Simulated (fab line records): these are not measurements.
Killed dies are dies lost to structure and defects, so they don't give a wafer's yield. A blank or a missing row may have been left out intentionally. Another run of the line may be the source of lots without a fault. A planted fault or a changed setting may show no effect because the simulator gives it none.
fab line records	flow sky130
record: lots: 15	wafers: 45	lastDay: 50
route steps=708 shown SD_N@349 LI_CONTACT@362
lots with no fault: from the same line, run without faults
startH: hours from the record's first day to the start of the lot's first wafer shown	waitH: how many hours have passed since the lot's step before this one	" repeats the value in the row above	L1.1+2: a row that stands for several wafers	- either no value or no given start	* or withheld: withheld	< > ~ a bound
route shown NAME@n: names a module that has steps shown in the file, with the first one's number in the route	usual: the fault-free wafers' mean and standard deviation	same: alike in all rows	chamber/n: place in a boat	sites: per-site readings	_std_site: standard deviation across them	_edge_site: inner sites' mean taken away from outer sites' mean	radiusMm: how far each site lies from the wafer's centre	mask NAME#n: copy n	behind: the tool/chamber that last shaped the wafer	hold: why the lot was held/for how many hours/how that ended	device: the n, p or np transistor that did not switch	end of line: tests of these same wafers at the route's end	a step given without rows: its recipe and nothing more	killed: dies lost to structure and defects at the first sort, not the wafer's yield	map: dies across one wafer; x = killed, . = not, _ = none there
set.NAME: the setting the step ran with; set.NAME@STEP: the setting that earlier step ran with	model.NAME: the simulator's own value behind a step, which no gauge read
the route's steps for a sample of lots (tables are steps, rows are wafers)
services: when a tool's chamber went out of use (startH, in hours from the record's first day, below 0 if earlier), for how many hours, and the reason
== steps ==
step: SKY_SD_N_CD_MEAS_07
recipe: targetCdNm: 380
usual: cdNm: 380/3
lot.wafer	tool	chamber	startH	waitH	cdNm
L720.1	cdSem-01	-	654.63	0.1	387
L720.2	"	-	"	"	389
L720.5	"	-	"	"	387
L721.3	cdSem-01	-	664.75	0.1	380
L721.4	"	-	"	"	381
L721.6	"	-	"	"	380
L722.2	cdSem-01	-	678.83	0.1	377
L722.3	"	-	"	"	380
L722.6	"	-	"	"	376
L723.1	cdSem-01	-	679.61	0.1	379
L723.5	"	-	"	"	379
L723.6	"	-	"	"	379
L724.1	cdSem-02	-	690.68	0.1	377
L724.2	"	-	"	"	374
L724.3	"	-	"	"	372
L732.1	cdSem-02	-	760.51	0.1	380
L732.3	"	-	"	"	381
L732.4	"	-	"	"	381
L733.3	cdSem-02	-	764.25	0.1	381
L733.4	"	-	"	"	382
L733.5	"	-	"	"	380
L734.4	cdSem-02	-	771.02	0.1	381
L734.5	"	-	"	"	381
L734.6	"	-	"	"	380
L735.1	cdSem-02	-	780.84	0.1	379
L735.3	"	-	"	"	379
L735.4	"	-	"	"	379
L736.1	cdSem-02	-	789.61	0.1	384
L736.5	"	-	"	"	386
L736.6	"	-	"	"	383
L738.1	cdSem-02	-	796.06	0.1	382
L738.2	"	-	"	"	379
L738.4	"	-	"	"	379
L739.2	cdSem-02	-	803.81	0.2	380
L739.4	"	-	"	"	379
L739.6	"	-	"	"	378
L740.3	cdSem-02	-	813.85	0.1	380
L740.4	"	-	"	"	377
L740.5	"	-	"	"	377
L741.2	cdSem-02	-	820.61	0.1	377
L741.4	"	-	"	"	379
L741.5	"	-	"	"	378
L742.1	cdSem-01	-	842.96	0.1	380
L742.3	"	-	"	"	379
L742.4	"	-	"	"	379
step: SKY_LI_CONTACT_HDPCVD_00
recipe: material: PSG	targetThkNm: 930	sigmaOpenFrac: 0.3	timeS: 155	tempC: 600	sih4FlowSccm: 60	pressureMtorr: 6
usual: pressureMtorr: 6.001/0.012	runLengthS: 182.3/0.57
lot.wafer	tool	chamber	startH	waitH	pressureMtorr	runLengthS
L720.1	hdpcvd-02	0	655.95	0.1	6.003	183.2
L720.2	"	2	"	"	6.010	181.9
L720.5	"	2	"	"	5.988	182.1
L721.3	hdpcvd-01	0	665.97	0.0	6.022	181.7
L721.4	"	0	"	"	6.001	181.9
L721.6	"	2	"	"	6.002	182.6
L722.2	hdpcvd-01	1	680.03	0.0	-	-
L722.3	"	2	"	"	-	-
L722.6	"	2	"	"	-	-
L723.1	hdpcvd-02	2	680.82	0.0	-	-
L723.5	"	0	"	"	-	-
L723.6	"	1	"	"	-	-
L724.1	hdpcvd-02	2	691.90	0.0	-	-
L724.2	"	1	"	"	-	-
L724.3	"	0	"	"	-	-
L732.1	hdpcvd-02	0	761.73	0.0	5.993	182.7
L732.3	"	2	"	"	5.999	182.4
L732.4	"	1	"	"	5.993	181.8
L733.3	hdpcvd-01	1	765.43	0.0	6.009	181.6
L733.4	"	2	"	"	5.983	182.6
L733.5	"	1	"	"	6.017	181.7
L734.4	hdpcvd-02	0	772.24	0.1	5.985	183.7
L734.5	"	2	"	"	6.004	182.2
L734.6	"	1	"	"	6.003	182.4
L735.1	hdpcvd-01	0	782.11	0.0	6.007	181.9
L735.3	"	1	"	"	5.984	181.8
L735.4	"	1	"	"	6.009	181.9
L736.1	hdpcvd-02	2	790.82	0.0	5.989	182.2
L736.5	"	1	"	"	6.004	182.1
L736.6	"	2	"	"	6.005	181.9
L738.1	hdpcvd-01	1	797.28	0.0	5.978	181.6
L738.2	"	2	"	"	5.998	182.8
L738.4	"	2	"	"	6.003	183.6
L739.2	hdpcvd-02	1	805.01	0.0	6.009	181.9
L739.4	"	0	"	"	5.993	183.5
L739.6	"	1	"	"	6.003	182.1
L740.3	hdpcvd-02	0	815.02	0.0	5.999	182.8
L740.4	"	2	"	"	5.970	182.0
L740.5	"	1	"	"	5.986	182.3
L741.2	hdpcvd-02	0	821.80	0.0	5.989	182.7
L741.4	"	1	"	"	5.991	182.0
L741.5	"	2	"	"	6.019	181.9
L742.1	hdpcvd-01	0	844.18	0.0	6.009	181.8
L742.3	"	0	"	"	6.013	181.9
L742.4	"	2	"	"	6.018	183.0
step: SKY_LI_CONTACT_BOW_MEAS_03
recipe: mode: bow
usual: LI_CONTACT_BOW: 55/6.3
lot.wafer	tool	chamber	startH	waitH	LI_CONTACT_BOW[um]
L720.1	filmMetro-04	-	656.41	0.2	63
L720.2	"	-	"	"	60
L720.5	"	-	"	"	60
L721.3	filmMetro-04	-	666.50	0.3	55
L721.4	"	-	"	"	52
L721.6	"	-	"	"	61
L722.2	filmMetro-01	-	680.51	0.3	27
L722.3	"	-	"	"	32
L722.6	"	-	"	"	22
L723.1	filmMetro-04	-	681.29	0.2	30
L723.5	"	-	"	"	28
L723.6	"	-	"	"	32
L724.1	filmMetro-02	-	692.36	0.1	22
L724.2	"	-	"	"	15
L724.3	"	-	"	"	10
L732.1	filmMetro-01	-	762.19	0.2	59
L732.3	"	-	"	"	51
L732.4	"	-	"	"	57
L733.3	filmMetro-01	-	765.93	0.2	54
L733.4	"	-	"	"	58
L733.5	"	-	"	"	48
L734.4	filmMetro-01	-	772.71	0.3	39
L734.5	"	-	"	"	49
L734.6	"	-	"	"	56
L735.1	filmMetro-04	-	782.57	0.2	45
L735.3	"	-	"	"	62
L735.4	"	-	"	"	63
L736.1	filmMetro-02	-	791.71	0.2	63
L736.5	"	-	"	"	60
L736.6	"	-	"	"	47
L738.1	filmMetro-01	-	797.74	0.1	49
L738.2	"	-	"	"	50
L738.4	"	-	"	"	49
L739.2	filmMetro-02	-	805.50	0.2	50
L739.4	"	-	"	"	56
L739.6	"	-	"	"	57
L740.3	filmMetro-02	-	815.52	0.2	56
L740.4	"	-	"	"	53
L740.5	"	-	"	"	56
L741.2	filmMetro-02	-	822.28	0.1	62
L741.4	"	-	"	"	51
L741.5	"	-	"	"	63
L742.1	filmMetro-02	-	844.70	0.1	57
L742.3	"	-	"	"	54
L742.4	"	-	"	"	57
step: SKY_LI_CONTACT_ETCH_15
recipe: target: PSG	chemistry: C4F8/O2/Ar	stopOn: Si	taperDeg: 4.15	maskMaterial: KrF-thick	sourceW: 1500	biasW: 1200	pressureMtorr: 40	c4f8FlowSccm: withheld	O2_flow_sccm: 6	Ar_flow_sccm: 300	timeS: withheld	targetDepthA: 6000
usual: biasW: 1199/3.6	oesProductAu: 0.837/0.0047
lot.wafer	tool	chamber	startH	waitH	biasW	oesProductAu
L720.1	rieDiel-04	2	685.36	0.0	1204	0.838
L720.2	"	1	"	"	1202	0.841
L720.5	"	2	"	"	1199	0.833
L721.3	rieDiel-03	3	694.73	0.0	1196	0.833
L721.4	"	1	"	"	1198	0.839
L721.6	"	1	"	"	1201	0.835
L722.2	rieDiel-02	3	708.78	0.0	1205	0.380
L722.3	"	0	"	"	1202	0.368
L722.6	"	1	"	"	1198	0.374
L723.1	rieDiel-04	0	709.82	0.0	1200	0.377
L723.5	"	3	"	"	1194	0.379
L723.6	"	2	"	"	1196	0.386
L724.1	rieDiel-02	2	720.26	0.0	1198	0.379
L724.2	"	0	"	"	1202	0.375
L724.3	"	3	"	"	1196	0.366
L732.1	rieDiel-04	2	788.41	0.0	1198	0.831
L732.3	"	3	"	"	1204	0.839
L732.4	"	0	"	"	1196	0.835
L733.3	rieDiel-02	1	793.08	0.0	1195	0.830
L733.4	"	3	"	"	1201	0.835
L733.5	"	2	"	"	1197	0.838
L734.4	rieDiel-04	0	799.92	0.0	1200	0.832
L734.5	"	1	"	"	1199	0.837
L734.6	"	2	"	"	1200	0.844
L735.1	rieDiel-02	3	809.18	0.0	1197	0.833
L735.3	"	2	"	"	1197	0.838
L735.4	"	1	"	"	1199	0.845
L736.1	rieDiel-03	0	818.26	0.0	1193	0.840
L736.5	"	0	"	"	1197	0.832
L736.6	"	3	"	"	1207	0.839
L738.1	rieDiel-03	2	824.36	0.0	1200	0.841
L738.2	"	0	"	"	1199	0.846
L738.4	"	0	"	"	1199	0.841
L739.2	rieDiel-04	1	831.76	0.0	1201	0.845
L739.4	"	3	"	"	1196	0.840
L739.6	"	0	"	"	1205	0.840
L740.3	rieDiel-04	2	842.17	0.0	1202	0.839
L740.4	"	0	"	"	1193	0.838
L740.5	"	3	"	"	1203	0.835
L741.2	rieDiel-04	3	849.07	0.0	1204	0.835
L741.4	"	0	"	"	1199	0.831
L741.5	"	2	"	"	1195	0.842
L742.1	rieDiel-03	3	870.57	0.0	1198	0.838
L742.3	"	2	"	"	1205	0.840
L742.4	"	0	"	"	1202	0.837
step: SKY_LI_CONTACT_SPUTTER_19
recipe: material: Ti	targetThkNm: 20	chamberPressurePa: 5	powerW: 2500	substrateTempC: 200	timeS: 106.37
usual: throttleValvePct: 29.8/1
lot.wafer	tool	chamber	startH	waitH	throttleValvePct
L720.1	pvdSputter-01	-	685.75	0.0	29.8
L720.2	"	-	"	"	30.3
L720.5	"	-	"	"	28.2
L721.3	pvdSputter-04	-	695.11	0.0	30.2
L721.4	"	-	"	"	28.7
L721.6	"	-	"	"	30.3
L722.2	pvdSputter-02	-	709.16	0.0	30.3
L722.3	"	-	"	"	28.6
L722.6	"	-	"	"	28.7
L723.1	pvdSputter-04	-	710.21	0.0	30.3
L723.5	"	-	"	"	30.4
L723.6	"	-	"	"	30.2
L724.1	pvdSputter-02	-	720.65	0.0	28.7
L724.2	"	-	"	"	30.2
L724.3	"	-	"	"	28.6
L732.1	pvdSputter-02	-	788.80	0.0	30.2
L732.3	"	-	"	"	30.3
L732.4	"	-	"	"	28.4
L733.3	pvdSputter-01	-	793.46	0.0	29.8
L733.4	"	-	"	"	32.2
L733.5	"	-	"	"	32.2
L734.4	pvdSputter-02	-	800.30	0.0	30.4
L734.5	"	-	"	"	28.5
L734.6	"	-	"	"	30.3
L735.1	pvdSputter-02	-	809.56	0.0	28.5
L735.3	"	-	"	"	28.7
L735.4	"	-	"	"	30.4
L736.1	pvdSputter-01	-	818.64	0.0	30.1
L736.5	"	-	"	"	28.0
L736.6	"	-	"	"	30.0
L738.1	pvdSputter-04	-	824.74	0.0	30.3
L738.2	"	-	"	"	28.6
L738.4	"	-	"	"	30.3
L739.2	pvdSputter-01	-	832.15	0.0	29.9
L739.4	"	-	"	"	28.4
L739.6	"	-	"	"	32.2
L740.3	pvdSputter-04	-	842.55	0.0	28.9
L740.4	"	-	"	"	30.6
L740.5	"	-	"	"	28.6
L741.2	pvdSputter-02	-	849.46	0.0	30.3
L741.4	"	-	"	"	30.4
L741.5	"	-	"	"	28.8
L742.1	pvdSputter-02	-	870.95	0.0	30.6
L742.3	"	-	"	"	28.9
L742.4	"	-	"	"	28.4
step: SKY_LI_CONTACT_SPUTTER_20
recipe: material: TiN	targetThkNm: 20	chamberPressurePa: 5	powerW: 4000	timeS: 80
usual: throttleValvePct: 29.8/1.1
lot.wafer	tool	chamber	startH	waitH	throttleValvePct
L720.1	pvdSputter-01	-	685.83	0.0	29.9
L720.2	"	-	"	"	29.9
L720.5	"	-	"	"	28.5
L721.3	pvdSputter-04	-	695.19	0.0	30.1
L721.4	"	-	"	"	28.6
L721.6	"	-	"	"	30.3
L722.2	pvdSputter-02	-	709.24	0.0	30.5
L722.3	"	-	"	"	28.5
L722.6	"	-	"	"	28.8
L723.1	pvdSputter-04	-	710.29	0.0	30.3
L723.5	"	-	"	"	30.4
L723.6	"	-	"	"	30.3
L724.1	pvdSputter-02	-	720.73	0.0	28.6
L724.2	"	-	"	"	30.3
L724.3	"	-	"	"	28.1
L732.1	pvdSputter-02	-	788.88	0.0	30.2
L732.3	"	-	"	"	30.2
L732.4	"	-	"	"	28.4
L733.3	pvdSputter-01	-	793.54	0.0	30.0
L733.4	"	-	"	"	32.4
L733.5	"	-	"	"	32.1
L734.4	pvdSputter-02	-	800.37	0.0	30.4
L734.5	"	-	"	"	28.5
L734.6	"	-	"	"	30.4
L735.1	pvdSputter-02	-	809.64	0.0	28.5
L735.3	"	-	"	"	28.3
L735.4	"	-	"	"	30.2
L736.1	pvdSputter-01	-	818.71	0.0	29.8
L736.5	"	-	"	"	28.0
L736.6	"	-	"	"	29.7
L738.1	pvdSputter-04	-	824.81	0.0	30.5
L738.2	"	-	"	"	28.8
L738.4	"	-	"	"	30.1
L739.2	pvdSputter-01	-	832.23	0.0	29.8
L739.4	"	-	"	"	28.6
L739.6	"	-	"	"	32.3
L740.3	pvdSputter-04	-	842.62	0.0	28.7
L740.4	"	-	"	"	30.2
L740.5	"	-	"	"	28.9
L741.2	pvdSputter-02	-	849.54	0.0	30.3
L741.4	"	-	"	"	30.2
L741.5	"	-	"	"	28.6
L742.1	pvdSputter-02	-	871.02	0.0	30.2
L742.3	"	-	"	"	28.4
L742.4	"	-	"	"	28.4
== services ==
tool	chamber	startH	hours	kind
hdpcvd-01	-	650.75	15.0	pm
rieDiel-03	3	652.85	4.7	repair
rieDiel-03	1	663.54	7.1	repair
rieDiel-02	1	678.94	10.9	repair
rieDiel-02	3	684.70	2.4	repair
hdpcvd-01	-	699.00	2.8	pm
pvdSputter-04	2	707.06	-	consumableReplace:kit
pvdSputter-04	2	707.06	18.0	scheduledDown
pvdSputter-04	2	707.06	18.0	ventCycle
pvdSputter-02	-	740.16	2.5	repair
pvdSputter-02	-	766.08	0.8	repair
rieDiel-04	0	778.40	1.8	repair
rieDiel-03	1	786.96	38.7	repair
pvdSputter-04	-	792.95	4.2	repair
hdpcvd-02	0	794.24	6.1	repair
rieDiel-02	1	809.36	8.5	repair
hdpcvd-01	2	816.12	8.1	repair
pvdSputter-01	-	824.08	4.1	repair
hdpcvd-02	1	826.56	9.7	repair
rieDiel-02	2	826.58	3.4	repair
rieDiel-02	-	835.49	14.6	pm
hdpcvd-01	1	842.77	21.3	repair
hdpcvd-01	2	849.69	4.6	repair
pvdSputter-01	-	856.58	1.7	repair
== key ==
firstSign: step: SKY_LI_CONTACT_HDPCVD_00	reading: toolRecord	direction: missing
effect: step: SKY_LI_CONTACT_BOW_MEAS_03	reading: LI_CONTACT_BOW	direction: down	sigmas: 4.8	usual: 55	struck: 24
effect: step: SKY_LI_CONTACT_ETCH_15	reading: oesProductAu	direction: down	sigmas: 98	usual: 0.837	struck: 0.376
metAt SKY_LI_CONTACT_HDPCVD_00
struckLots L722,L723,L724
laterRowsLeftOut L722.2,L722.3,L722.6,L723.1,L723.5,L723.6,L724.1,L724.2,L724.3
sortLeftOut L722.2,L722.3,L722.6,L723.1,L723.5,L723.6,L724.1,L724.2,L724.3
testerLeftOut L722,L723,L724
notActingAt SKY_SD_N_CD_MEAS_07,SKY_LI_CONTACT_SPUTTER_19,SKY_LI_CONTACT_SPUTTER_20
onsetBetween 665.97 680.03
fault: kind: skippedStepWhole	tool: hdpcvd-01,hdpcvd-02	chamber: -	onsetH: 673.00	steps: SKY_LI_CONTACT_HDPCVD_00	scope: struckLotsOnly
testerLeftOut: of these lots the tester's yield and bins aren't shown, on N5 and GAA mostly nor the transistor test; their killed dies are dies lost to structure and defects alone, not to doping, threshold or leakage, so they don't give the yield
sortLeftOut: the simulated sort isn't trusted on such a fault, so these wafers' sort isn't shown, and their yield isn't known
laterRowsLeftOut: the simulator's readings of these wafers behind a module that went badly wrong aren't trusted and aren't shown, but for the sort
